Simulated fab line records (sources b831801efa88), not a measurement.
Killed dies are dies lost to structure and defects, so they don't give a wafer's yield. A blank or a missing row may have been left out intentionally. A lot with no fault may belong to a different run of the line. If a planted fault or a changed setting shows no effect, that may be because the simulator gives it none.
Struck lot and sound lot, side by side || flow gf180mcu || 14 steps out of a route of 602
Sound: wafers L574.2, L574.4, L574.6. Wafers struck: L585.1, L585.2, L585.4. The cause is given at the end.
Per side, at each step with rows, come the tool, then ch with its chambers, and then its first start. Under that, the readings that differ: sound wafers || struck wafers || difference of the means || sigmas: that difference in standard deviations of wafers without a fault.
alike: readings whose means differ by less than 2 such deviations, and words and numbers that are the same on both sides. not compared: withheld readings, readings that some wafer has no value for, bounds like >300 that may hide the same value, and numbers for which the record gives no deviation and whose values overlap.
Wherever a step has rows on one side only, a row that says differs or no value, or a row with sigmas, the two part there. Numbers that don't overlap but have no deviation are shown without sigmas and don't part them. A reading that every wafer of one side lacks parts them only if that side has two wafers or more.

GF_HV_LDD_CD_MEAS_46 targets a cd of 400 nm.
  struck on cd_sem-01, day 18 21:51; sound on cd_sem-01, day 15 01:49
  alike: cd_nm
GF_HV_LDD_OVL_MEAS_47:
  struck on overlay-02, day 18 21:58; sound on overlay-02, day 15 01:56
{"reading": "HV_LDD_03_OVL (nm)", "sound": "-0.9 0.7 0.1", "struck": "-3.9 -3.9 -1.3", "difference": -3.0, "sigmas": -2}
then, 1 step without rows for these wafers: GF_HV_LDD_IMPLANT_48.
GF_HV_LDD_STRIP_49: strips in O2/N2.
  sound on plasma_asher-02 ch 0,1, day 15 02:07; struck on plasma_asher-04 ch 0,1, day 18 22:09
  alike: chamber_pressure_mTorr, drypump_motor_current_A, heater_power_w, oes_product_au, strip_time_to_endpoint_s
  not compared: rf_hours_counter_h
GF_HV_LDD_TW_MEAS_50:
  struck on film_metro-03, day 18 22:15; sound on film_metro-01, day 15 02:13
  alike: HV_LDD_4_TW
then, 1 step without rows for these wafers: GF_HV_LDD_CLEAN_51 (cleans in SC1/SC2, time 150 s).
GF_HV_LDD_RTA_52: time 10 s.
  sound on rtp_anneal-01 ch 0, day 15 02:20; struck on rtp_anneal-02 ch 0, day 18 22:22
  alike: lamp_power_pct, wafer_temp_C_max
GF_HV_LDD_RS_MEAS_53: measures by four-point-probe.
  struck on film_metro-01, day 18 22:26; sound on film_metro-04, day 15 02:25
{"reading": "HV_LDD_RS (ohm/sq)", "sound": "416.5 416.8 416.6", "struck": "419.6 419.8 419.4", "difference": "+3.0", "sigmas": "+3"}
then, 1 step without rows for these wafers: GF_HV_LDD_CVD_54 (deposits SiO2 from TEOS, target thk 10 nm, time 75 s).
GF_HV_LDD_THK_MEAS_55:
  struck on film_metro-01, day 18 23:35; sound on film_metro-03, day 15 03:56
{"reading": "HV_LDD_CVD_54_THK (nm)", "sound": "9.84 9.64 9.89", "struck": "10.13 10.14 10.03", "difference": "+0.31", "sigmas": "+3"}
then, 1 step without rows for these wafers: GF_HV_LDD_CVD_56 (deposits Si3N4 from DCS/NH3, target thk 90 nm, time 1543 s).
GF_HV_LDD_THK_MEAS_57:
  struck on film_metro-03, day 19 01:04; sound on film_metro-04, day 15 06:08
  alike: HV_LDD_CVD_56_THK
GF_HV_LDD_ETCHBACK_58: etches Si3N4 in CH3F/O2, stops on SiO2, time 100 s, target depth 90 nm.
  sound on rie_diel-04 ch 0,3, day 15 06:11; struck on rie_diel-01 ch 0,2,3, day 19 01:07
  no value came back on the struck wafers for any of 7 readings (O2_flow_sccm (sccm), bias_w (W) and others); on the sound wafers O2_flow_sccm (sccm) reads 30.02 29.92 29.86
{"reading": "model.Si3N4_of_HV_LDD_CVD_56.thk_nm (nm)", "sound": "0 0 0", "struck": "89.43 90.2 90.07", "difference": "+89.90", "sigmas": ""}
{"reading": "model.SiO2_of_HV_LDD_CVD_54.thk_nm (nm)", "sound": "7.368 7.141 7.362", "struck": "10.12 10.1 10.06", "difference": "+2.80", "sigmas": ""}
  not compared: rf_hours_counter_h
then, 1 step without rows for these wafers: GF_PASSIVATION_PROBE_99.

WHERE THEY PART
Last at GF_HV_LDD_ETCHBACK_58 as far as this record goes, first at GF_HV_LDD_OVL_MEAS_47.

WHY: what had been put in by the simulator
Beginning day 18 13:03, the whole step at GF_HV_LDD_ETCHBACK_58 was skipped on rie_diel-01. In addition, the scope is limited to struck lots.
